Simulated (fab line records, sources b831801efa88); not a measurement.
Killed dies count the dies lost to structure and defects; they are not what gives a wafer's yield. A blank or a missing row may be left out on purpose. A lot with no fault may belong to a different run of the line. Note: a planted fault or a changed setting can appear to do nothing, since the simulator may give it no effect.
fab line records + flow sky130
[record]
- lots = 5
- wafers = 15
- last_day = 49
route steps=708 shown VT_ADJUST_PCH@151 SONOS_TUNNEL@154 PAD_OPEN@708
lots that met no fault: taken from a fault-free run of the same line
start_h: hours from the record's opening day to when the first of the lot's shown wafers began + wait_h: time in hours since the lot's previous step + " repeats the value in the row above + L1.1+2: one row covering several wafers at once + - no value, or no start was given + * or withheld: withheld + < > ~ a bound
route shown NAME@n: a module of which the file shows steps, and the number in the route of the first + usual: mean/standard deviation taken from wafers without a fault + same: alike in all rows + chamber/n: place in a boat + sites: per-site readings + _std_site: their standard deviation + _edge_site: mean of outer sites minus mean of inner sites + radius_mm: for every site, how far away it sits from the centre of the wafer + mask NAME#n: copy n + behind: the last tool/chamber to shape the wafer + hold: why the lot was held/for how many hours/how that ended + device: which transistor (n, p or np) failed to switch + end of line: tests run on the same wafers once the route is complete + a step with no rows: only its recipe + killed: the dies lost at the first sort to structure and to defects; this is not the yield of the wafer + map: per-die view of a wafer (x killed, . not killed, _ where there is no die)
set.NAME: the setting that was run; set.NAME@STEP: the one run at that earlier step + model.NAME: the simulator's own value behind a step, which no gauge read
certain route steps with their lots: each step a table, each wafer a row
services: when a tool's chamber went out of use (start_h, in hours from the record's first day, below 0 if earlier), for how many hours, and the reason
[[steps]]
[step SKY_VT_ADJUST_PCH_IMPLANT_08]
[recipe]
- species = B
- energy_kev = 10
- dose_cm2 = 5e+11
- tilt_deg = withheld
[step SKY_VT_ADJUST_PCH_STRIP_09]
[recipe]
- chemistry = O2/N2
- power_w = 1400
- pressure_mtorr = 1500
- platen_temp_c = withheld
- o2_flow_sccm = 3000
- n2_flow_sccm = 300
- overash_fraction = 0.5
[usual]
- drypump_motor_current_A = 5.3/0.56
- oes_product_au = 0.722/0.0047
- strip_time_to_endpoint_s = 36.91/0.085
| lot.wafer | tool            | chamber | start_h | wait_h | drypump_motor_current_A | oes_product_au | rf_hours_counter_h | strip_time_to_endpoint_s |
|-----------|-----------------|---------|---------|--------|-------------------------|----------------|--------------------|--------------------------|
| L514.1    | plasma_asher-02 | 0       | 254.18  | 0.1    | 5.8                     | 0.721          | 57                 | 36.97                    |
| L514.2    | "               | 1       | "       | "      | 6.2                     | 0.725          | 57                 | 36.90                    |
| L514.4    | "               | 1       | "       | "      | 6.2                     | 0.728          | -                  | 36.95                    |
| L517.3    | plasma_asher-03 | 1       | 293.26  | 0.1    | 5.0                     | 0.726          | -                  | 36.86                    |
| L517.5    | "               | 0       | "       | "      | 6.0                     | 0.719          | -                  | 36.79                    |
| L517.6    | "               | 1       | "       | "      | 5.0                     | 0.723          | -                  | 36.90                    |
| L524.2    | plasma_asher-03 | 1       | 337.88  | 0.1    | 5.0                     | 0.727          | 66                 | 36.97                    |
| L524.4    | "               | 0       | "       | "      | 6.0                     | 0.719          | -                  | 36.85                    |
| L524.5    | "               | 0       | "       | "      | 6.0                     | 0.727          | -                  | 36.99                    |
| L526.1    | plasma_asher-03 | 0       | 346.72  | 0.1    | 6.0                     | 0.711          | 67                 | 36.82                    |
| L526.3    | "               | 0       | "       | "      | 6.0                     | 0.728          | -                  | 36.84                    |
| L526.4    | "               | 1       | "       | "      | 5.0                     | 0.724          | -                  | 36.95                    |
| L530.1    | plasma_asher-04 | 0       | 375.50  | 0.1    | 5.0                     | 0.723          | 56                 | 36.95                    |
| L530.2    | "               | 1       | "       | "      | 4.7                     | 0.730          | 56                 | 37.02                    |
| L530.6    | "               | 0       | "       | "      | 5.0                     | 0.722          | -                  | 36.85                    |
[step SKY_VT_ADJUST_PCH_TW_MEAS_10]
[usual]
- VT_ADJUST_PCH_TW = 143.3/0.66
| lot.wafer | tool          | chamber | start_h | wait_h | VT_ADJUST_PCH_TW |
|-----------|---------------|---------|---------|--------|------------------|
| L514.1    | film_metro-01 | -       | 254.28  | 0.1    | 143.2            |
| L514.2    | "             | -       | "       | "      | 143.9            |
| L514.4    | "             | -       | "       | "      | 143.4            |
| L517.3    | film_metro-01 | -       | 293.34  | 0.1    | 143.5            |
| L517.5    | "             | -       | "       | "      | 143.9            |
| L517.6    | "             | -       | "       | "      | 143.3            |
| L524.2    | film_metro-01 | -       | 337.99  | 0.1    | 144.2            |
| L524.4    | "             | -       | "       | "      | 144.1            |
| L524.5    | "             | -       | "       | "      | 143.9            |
| L526.1    | film_metro-04 | -       | 346.82  | 0.1    | 143.0            |
| L526.3    | "             | -       | "       | "      | 142.5            |
| L526.4    | "             | -       | "       | "      | 142.7            |
| L530.1    | film_metro-01 | -       | 375.60  | 0.1    | 145.2            |
| L530.2    | "             | -       | "       | "      | 144.2            |
| L530.6    | "             | -       | "       | "      | 144.1            |
[step SKY_SONOS_TUNNEL_DEHYDRATE_00]
[recipe]
- temp_c = 200
- time_s = 60
[step SKY_SONOS_TUNNEL_HMDS_01]
[recipe]
- prime_time_s = 60
- prime_temp_c = 120
[step SKY_SONOS_TUNNEL_COAT_02]
[recipe]
- resist = NOVOLAK
- spin_rpm = 3000
- resist_thk_nm = 1140
[step SKY_SONOS_TUNNEL_SOFTBAKE_03]
[recipe]
- temp_c = 90
- time_s = 60
- resist = NOVOLAK
[step SKY_SONOS_TUNNEL_EXPOSE_04]
[recipe]
- mask_id = TUNM
- na = 0.6
- source_shape = conventional
- sigma_outer = 0.6
- polarization = unpolarized
- target_cd_nm = 410
- dose_mj = 136
[step SKY_SONOS_TUNNEL_PEB_05]
[recipe]
- temp_c = withheld
- time_s = *
- resist = NOVOLAK
[step SKY_SONOS_TUNNEL_DEVELOP_06]
[recipe]
- resist = NOVOLAK
- developer = TMAH
- develop_time_s = 57.23
- dev_temp_c = 23
[step SKY_SONOS_TUNNEL_CD_MEAS_07]
[recipe]
- target_cd_nm = 410
[usual]
- cd_nm = 409.2/2.6
| lot.wafer | tool      | chamber | start_h | wait_h | cd_nm |
|-----------|-----------|---------|---------|--------|-------|
| L514.1    | cd_sem-01 | -       | 278.59  | 0.1    | 409.1 |
| L514.2    | "         | -       | "       | "      | 410.8 |
| L514.4    | "         | -       | "       | "      | 409.0 |
| L517.3    | cd_sem-02 | -       | 318.99  | 0.1    | 410.4 |
| L517.5    | "         | -       | "       | "      | 411.8 |
| L517.6    | "         | -       | "       | "      | 412.8 |
| L524.2    | cd_sem-02 | -       | 365.21  | 0.1    | 410.6 |
| L524.4    | "         | -       | "       | "      | 410.8 |
| L524.5    | "         | -       | "       | "      | 410.2 |
| L526.1    | cd_sem-01 | -       | 374.39  | 0.1    | 408.2 |
| L526.3    | "         | -       | "       | "      | 411.2 |
| L526.4    | "         | -       | "       | "      | 411.6 |
| L530.1    | cd_sem-01 | -       | 403.88  | 0.1    | 404.7 |
| L530.2    | "         | -       | "       | "      | 404.7 |
| L530.6    | "         | -       | "       | "      | 406.9 |
[step SKY_SONOS_TUNNEL_OVL_MEAS_08]
[usual]
- SONOS_TUNNEL_OVL = 0.5/1.3
| lot.wafer | tool       | chamber | start_h | wait_h | SONOS_TUNNEL_OVL[nm] |
|-----------|------------|---------|---------|--------|----------------------|
| L514.1    | overlay-02 | -       | 278.71  | 0.1    | -0.6                 |
| L514.2    | "          | -       | "       | "      | -1.0                 |
| L514.4    | "          | -       | "       | "      | 1.0                  |
| L517.3    | overlay-01 | -       | 319.08  | 0.1    | -1.3                 |
| L517.5    | "          | -       | "       | "      | -0.7                 |
| L517.6    | "          | -       | "       | "      | -0.9                 |
| L524.2    | overlay-01 | -       | 365.31  | 0.1    | 0.9                  |
| L524.4    | "          | -       | "       | "      | 0.8                  |
| L524.5    | "          | -       | "       | "      | 1.1                  |
| L526.1    | overlay-01 | -       | 374.51  | 0.1    | 1.0                  |
| L526.3    | "          | -       | "       | "      | 0.7                  |
| L526.4    | "          | -       | "       | "      | 0.7                  |
| L530.1    | overlay-02 | -       | 404.00  | 0.1    | 3.4                  |
| L530.2    | "          | -       | "       | "      | 1.9                  |
| L530.6    | "          | -       | "       | "      | 2.6                  |
[step SKY_SONOS_TUNNEL_IMPLANT_09]
[recipe]
- species = B
- energy_kev = 20
- dose_cm2 = 1e+12
- tilt_deg = withheld
| lot.wafer  | tool         | chamber | start_h | wait_h |
|------------|--------------|---------|---------|--------|
| L514.1+2+4 | implanter-03 | 0       | 278.74  | 0.0    |
| L517.3+5+6 | implanter-03 | 0       | 319.15  | 0.1    |
| L524.2+4+5 | implanter-03 | 0       | 365.37  | 0.0    |
| L526.1+3+4 | implanter-01 | 0       | 374.54  | 0.0    |
| L530.1+2+6 | implanter-01 | 0       | 404.03  | 0.0    |
[step SKY_SONOS_TUNNEL_WET_ETCH_10]
[recipe]
- chemistry = dHF
- target_depth_nm = 14
- target = SiO2
- dilution = 100:1
- temp_c = 25
- time_s = 280
[step SKY_SONOS_TUNNEL_STRIP_11]
[recipe]
- chemistry = SPM
- time_s = 600
- temp_c = 130
[step SKY_SONOS_TUNNEL_TW_MEAS_12]
[usual]
- SONOS_TUNNEL_TW = 197.5/1.4
| lot.wafer | tool          | chamber | start_h | wait_h | SONOS_TUNNEL_TW |
|-----------|---------------|---------|---------|--------|-----------------|
| L514.1    | film_metro-03 | -       | 279.16  | 0.0    | 194.3           |
| L514.2    | "             | -       | "       | "      | 194.4           |
| L514.4    | "             | -       | "       | "      | 194.4           |
| L517.3    | film_metro-03 | -       | 319.54  | 0.0    | 195.0           |
| L517.5    | "             | -       | "       | "      | 194.3           |
| L517.6    | "             | -       | "       | "      | 193.9           |
| L524.2    | film_metro-04 | -       | 365.78  | 0.0    | 188.3           |
| L524.4    | "             | -       | "       | "      | 188.6           |
| L524.5    | "             | -       | "       | "      | 188.9           |
| L526.1    | film_metro-04 | -       | 374.96  | 0.0    | 198.2           |
| L526.3    | "             | -       | "       | "      | 198.6           |
| L526.4    | "             | -       | "       | "      | 199.1           |
| L530.1    | film_metro-02 | -       | 404.44  | 0.0    | 199.4           |
| L530.2    | "             | -       | "       | "      | 197.6           |
| L530.6    | "             | -       | "       | "      | 198.7           |
[step SKY_SONOS_TUNNEL_CLEAN_13]
[recipe]
- chemistry = dHF
- time_s = 20
- dilution = 100:1
- dry = ipa_marangoni
[step SKY_PAD_OPEN_PROBE_99]
[usual]
- killed_at_M0_to_M3 = 44/7
- killed_at_M4_up = 3.0/2
- killed_at_contacts = 24/5.3
- killed_at_front_end = 15/4
- killed_at_other = 0.2/0.41
- killed_dies = 87/9.1
- killed_open = 49/7.3
- killed_short = 38/5.9
[same]
- gross_dies = 492
- killed_at_back_side = 0
| lot.wafer | tool      | chamber | start_h | wait_h | killed_at_M0_to_M3 | killed_at_M4_up | killed_at_contacts | killed_at_front_end | killed_at_other | killed_dies | killed_open | killed_short | model.etest.tip_sonos.rs_ohm_sq_range | model.etest.sonos_uncharged.r_on_ohm_um | model.etest.sonos_programmed.off_log10_a_um | model.etest.sonos_uncharged.vt_v | model.etest.sonos_baked.vt_v |
|-----------|-----------|---------|---------|--------|--------------------|-----------------|--------------------|---------------------|-----------------|-------------|-------------|--------------|---------------------------------------|-----------------------------------------|---------------------------------------------|----------------------------------|------------------------------|
| L514.1    | prober-01 | -       | 1098.79 | 0.1    | 43                 | 4               | 23                 | 19                  | 0               | 89          | 50          | 39           | 59.11                                 | 810.5                                   | -13.89                                      | -0.4355                          | 1.002                        |
| L514.2    | prober-01 | -       | 1098.84 | 0.1    | 40                 | 4               | 22                 | 17                  | 2               | 85          | 47          | 38           | 46.45                                 | 822.2                                   | -13.97                                      | -0.4098                          | 1.005                        |
| L514.4    | prober-01 | -       | 1098.94 | 0.2    | 52                 | 7               | 17                 | 14                  | 0               | 90          | 49          | 41           | 54.99                                 | 816.7                                   | -13.97                                      | -0.4334                          | 1.051                        |
| L517.3    | prober-02 | -       | 1138.07 | 0.2    | 34                 | 2               | 24                 | 17                  | 0               | 77          | 45          | 32           | 51.5                                  | 828.2                                   | -13.95                                      | -0.3904                          | 0.8215                       |
| L517.5    | prober-02 | -       | 1138.17 | 0.2    | 44                 | 3               | 31                 | 10                  | 0               | 88          | 44          | 44           | 29.56                                 | 810.5                                   | -13.74                                      | -0.476                           | 0.9144                       |
| L517.6    | prober-02 | -       | 1138.22 | 0.2    | 38                 | 2               | 28                 | 21                  | 0               | 89          | 61          | 28           | 46.59                                 | 798.7                                   | -13.98                                      | -0.4388                          | 0.9091                       |
| L524.2    | prober-01 | -       | 1163.84 | 0.1    | 41                 | 3               | 15                 | 7                   | 0               | 66          | 31          | 35           | 66.34                                 | 813.4                                   | -13.43                                      | -0.5017                          | 0.8295                       |
| L524.4    | prober-01 | -       | 1163.94 | 0.2    | 37                 | 1               | 24                 | 21                  | 1               | 84          | 47          | 37           | 55.98                                 | 815.4                                   | -13.8                                       | -0.52                            | 0.8312                       |
| L524.5    | prober-01 | -       | 1163.99 | 0.2    | 36                 | 3               | 23                 | 11                  | 0               | 73          | 39          | 34           | 72.61                                 | 813.8                                   | -13.37                                      | -0.5025                          | 0.8518                       |
| L526.1    | prober-01 | -       | 1172.30 | 0.1    | 43                 | 6               | 20                 | 21                  | 0               | 90          | 46          | 44           | 42.19                                 | 817.9                                   | -13.94                                      | -0.4424                          | 0.9909                       |
| L526.3    | prober-01 | -       | 1172.40 | 0.2    | 38                 | 4               | 25                 | 17                  | 0               | 84          | 44          | 40           | 25.18                                 | 822.6                                   | -14                                         | -0.3919                          | 1.008                        |
| L526.4    | prober-01 | -       | 1172.45 | 0.2    | 35                 | 2               | 26                 | 16                  | 0               | 79          | 41          | 38           | 37.27                                 | 818.4                                   | -13.82                                      | -0.4339                          | 0.9349                       |
| L530.1    | prober-01 | -       | 1185.52 | 0.1    | 35                 | 6               | 23                 | 16                  | 0               | 80          | 37          | 43           | 40.65                                 | 810.3                                   | -13.94                                      | -0.4305                          | 1.012                        |
| L530.2    | prober-01 | -       | 1185.57 | 0.1    | 40                 | 0               | 22                 | 10                  | 1               | 73          | 47          | 26           | 53.1                                  | 813.3                                   | -14.04                                      | -0.4083                          | 0.9989                       |
| L530.6    | prober-01 | -       | 1185.77 | 0.2    | 38                 | 3               | 30                 | 5                   | 0               | 76          | 52          | 24           | 48.35                                 | 815.9                                   | -13.95                                      | -0.4272                          | 1.016                        |
// killed by level:class
L514.1 VIA1:geometric_particle:open=9 VIA3:geometric_particle:open=9 CONTACT:geometric_particle:open=8 POLY_GATE:geometric_particle:open=6 LI_CONTACT:geometric_particle:open=5 CONTACT:geometric_particle:short=5 VIA1:geometric_particle:short=5 METAL2:geometric_particle:short=5
L514.2 LI_CONTACT:geometric_particle:open=10 VIA1:geometric_particle:open=8 METAL2:geometric_particle:short=7 POLY_GATE:geometric_particle:open=5 VIA2:geometric_particle:short=5 SPACER:geometric_particle:open=5 METAL1:geometric_particle:short=5 CONTACT:geometric_particle:open=4
L514.4 VIA1:geometric_particle:open=13 VIA1:geometric_particle:short=8 VIA2:geometric_particle:open=8 VIA3:geometric_particle:open=7 POLY_GATE:geometric_particle:open=6 METAL4:geometric_particle:short=6 LI_CONTACT:geometric_particle:open=5 METAL2:geometric_particle:short=4
L517.3 VIA1:geometric_particle:open=14 CONTACT:geometric_particle:open=11 CONTACT:geometric_particle:short=8 POLY_GATE:geometric_particle:open=6 POLY_GATE:geometric_particle:short=5 METAL2:geometric_particle:short=4 VIA2:geometric_particle:open=4 LOCAL_INTERCONNECT:geometric_particle:short=3
L517.5 CONTACT:geometric_particle:open=14 VIA1:geometric_particle:open=9 LI_CONTACT:geometric_particle:short=6 VIA1:geometric_particle:short=6 LI_CONTACT:geometric_particle:open=5 VIA3:geometric_particle:short=5 METAL2:geometric_particle:short=5 VIA3:geometric_particle:open=5
L517.6 CONTACT:geometric_particle:open=16 VIA1:geometric_particle:open=11 FIELD_ISO:geometric_particle:open=8 LI_CONTACT:geometric_particle:open=6 VIA3:geometric_particle:open=5 VIA2:geometric_particle:open=5 POLY_GATE:geometric_particle:open=4 POLY_GATE:geometric_particle:short=4
L524.2 METAL1:geometric_particle:short=10 VIA1:geometric_particle:open=6 VIA2:geometric_particle:open=6 CONTACT:geometric_particle:open=5 LI_CONTACT:geometric_particle:open=4 METAL2:geometric_particle:short=4 FIELD_ISO:geometric_particle:short=3 CONTACT:geometric_particle:short=3
L524.4 CONTACT:geometric_particle:open=13 VIA1:geometric_particle:open=10 METAL1:geometric_particle:short=7 POLY_GATE:geometric_particle:short=6 POLY_GATE:geometric_particle:open=5 VIA2:geometric_particle:open=4 VIA3:geometric_particle:short=4 FIELD_ISO:geometric_particle:open=3
L524.5 VIA1:geometric_particle:open=7 METAL1:geometric_particle:open=5 CONTACT:geometric_particle:short=5 CONTACT:geometric_particle:open=5 METAL1:geometric_particle:short=5 LI_CONTACT:geometric_particle:open=4 VIA2:geometric_particle:open=4 VIA3:geometric_particle:open=4
L526.1 VIA1:geometric_particle:open=12 FIELD_ISO:geometric_particle:short=7 VIA1:geometric_particle:short=7 CONTACT:geometric_particle:open=6 METAL1:geometric_particle:short=6 LI_CONTACT:geometric_particle:open=5 METAL2:geometric_particle:short=4 VIA3:geometric_particle:open=4
L526.3 VIA1:geometric_particle:open=13 CONTACT:geometric_particle:open=8 LOCAL_INTERCONNECT:geometric_particle:short=6 LI_CONTACT:geometric_particle:open=5 CONTACT:geometric_particle:short=5 VIA2:geometric_particle:open=5 VIA3:geometric_particle:open=5 FIELD_ISO:geometric_particle:short=4
L526.4 CONTACT:geometric_particle:open=8 VIA2:geometric_particle:open=8 LI_CONTACT:geometric_particle:open=7 POLY_GATE:geometric_particle:short=6 LOCAL_INTERCONNECT:geometric_particle:short=6 METAL1:geometric_particle:short=6 VIA1:geometric_particle:open=5 METAL2:geometric_particle:short=5
L530.1 LI_CONTACT:geometric_particle:open=9 VIA1:geometric_particle:open=8 METAL1:geometric_particle:short=5 VIA1:geometric_particle:short=5 FIELD_ISO:geometric_particle:short=4 FIELD_ISO:geometric_particle:open=4 POLY_GATE:geometric_particle:short=4 CONTACT:geometric_particle:open=4
L530.2 VIA1:geometric_particle:open=12 LI_CONTACT:geometric_particle:open=9 VIA2:geometric_particle:open=7 CONTACT:geometric_particle:open=6 VIA1:geometric_particle:short=5 LOCAL_INTERCONNECT:geometric_particle:short=3 POLY_GATE:geometric_particle:open=3 METAL1:geometric_particle:short=3
L530.6 CONTACT:geometric_particle:open=14 LI_CONTACT:geometric_particle:open=9 VIA1:geometric_particle:open=9 VIA3:geometric_particle:open=9 VIA2:geometric_particle:open=4 CONTACT:geometric_particle:short=3 METAL4:geometric_particle:short=3 METAL3:geometric_particle:short=3
[[services]]
| tool            | chamber | start_h | hours | kind   |
|-----------------|---------|---------|-------|--------|
| plasma_asher-02 | -       | 270.71  | 3.7   | repair |
| plasma_asher-03 | -       | 275.72  | 4.3   | pm     |
| plasma_asher-04 | -       | 291.89  | 3.2   | repair |
| implanter-03    | -       | 330.56  | 2.7   | repair |
| implanter-01    | -       | 338.36  | 6.1   | pm     |
| plasma_asher-02 | -       | 340.27  | 14.6  | pm     |
| implanter-03    | -       | 340.33  | 5.3   | repair |
| plasma_asher-03 | -       | 343.76  | 2.8   | pm     |
[[key]]
[first_sign]
- step = SKY_SONOS_TUNNEL_TW_MEAS_12
- reading = SONOS_TUNNEL_TW
- direction = down
- sigmas = 6.4
- usual = 197.5
- struck = 188.6
effect none on later readings
[model_effect]
- step = SKY_PAD_OPEN_PROBE_99
- value = etest.tip_sonos.rs_ohm_sq_range
- without = 33.89
- struck = 64.98
met_at SKY_SONOS_TUNNEL_IMPLANT_09
struck_wafers L524.2,L524.4,L524.5
tester_left_out L524
onset_between 319.15 365.37
[fault]
- kind = process_parameter_drift
- tool = implanter-03
- chamber = -
- onset_h = 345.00
- steps = SKY_SONOS_TUNNEL_IMPLANT_09
- channel = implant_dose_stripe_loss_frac
- offset = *
- shape = step
- end_h = 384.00
- scope = struck_wafers_only
// tester_left_out: of these lots the tester's yield and bins aren't shown, on N5 and GAA mostly nor the transistor test; their killed dies are dies lost to structure and defects alone, not to doping, threshold or leakage, so they don't give the yield
